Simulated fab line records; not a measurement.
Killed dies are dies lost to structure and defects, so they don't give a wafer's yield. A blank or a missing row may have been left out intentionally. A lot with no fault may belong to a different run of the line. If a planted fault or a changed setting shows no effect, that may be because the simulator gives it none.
Chamber matching | flow sky130 | 3 sister chambers for SKY_PASSIVATION_CVD_00 on pecvd-01
The step deposits SiO2, target thk 90 nm. 6 wafers are shown with their chamber, then 11 later ones without.

== WAFERS PAIRED WITH THEIR CHAMBERS ==
wafer  | chamber | heater power w (W)
L078.4 | 1       | 722
L078.6 | 0       | 720
L080.2 | 0       | 720
L080.4 | 2       | 618
L080.6 | 1       | 696
L082.2 | 2       | 584

== WAFERS WITHOUT THEIR CHAMBER ==
wafer  | heater power w (W)
L082.3 | 640
L082.6 | 653
L086.1 | 585
L086.2 | 742
L086.6 | 775
L093.2 | 660
L093.3 | 616
L093.4 | 587
L096.3 | 683
L096.4 | 667
L096.5 | 556

== CHAMBER TAKEN BY EACH ==
wafer  | from the rows above          | in truth
L082.3 | can't be placed: 2 or 1      | 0
L082.6 | can't be placed: 2 or 1 or 0 | 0
L086.1 | 2                            | 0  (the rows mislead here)
L086.2 | can't be placed: 0 or 1      | 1
L086.6 | can't be placed: 0 or 1      | 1
L093.2 | can't be placed: 1 or 2 or 0 | 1
L093.3 | 2                            | 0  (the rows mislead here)
L093.4 | 2                            | 2
L096.3 | can't be placed: 1 or 0      | 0
L096.4 | can't be placed: 1 or 0 or 2 | 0
L096.5 | 2                            | 2
Correctly placed: 2 of 11. These rows do not allow placing 7 (true chamber among the candidates in 6). 2 placed wrongly.
How it was worked out, from the rows above alone: a wafer's distance from a chamber is the root of the sum, over the readings, of the square of ((its reading less the chamber's mean) divided by the reading's scatter). The wafer belongs to the nearest chamber; if the next one is less than 2 further off, it can't be placed. For every chamber, the mean is computed from those of its wafers that are shown. The scatter is the square root of a quotient: the sum, over the shown wafers, of each reading's squared deviation from its chamber's mean, divided by wafers minus chambers.
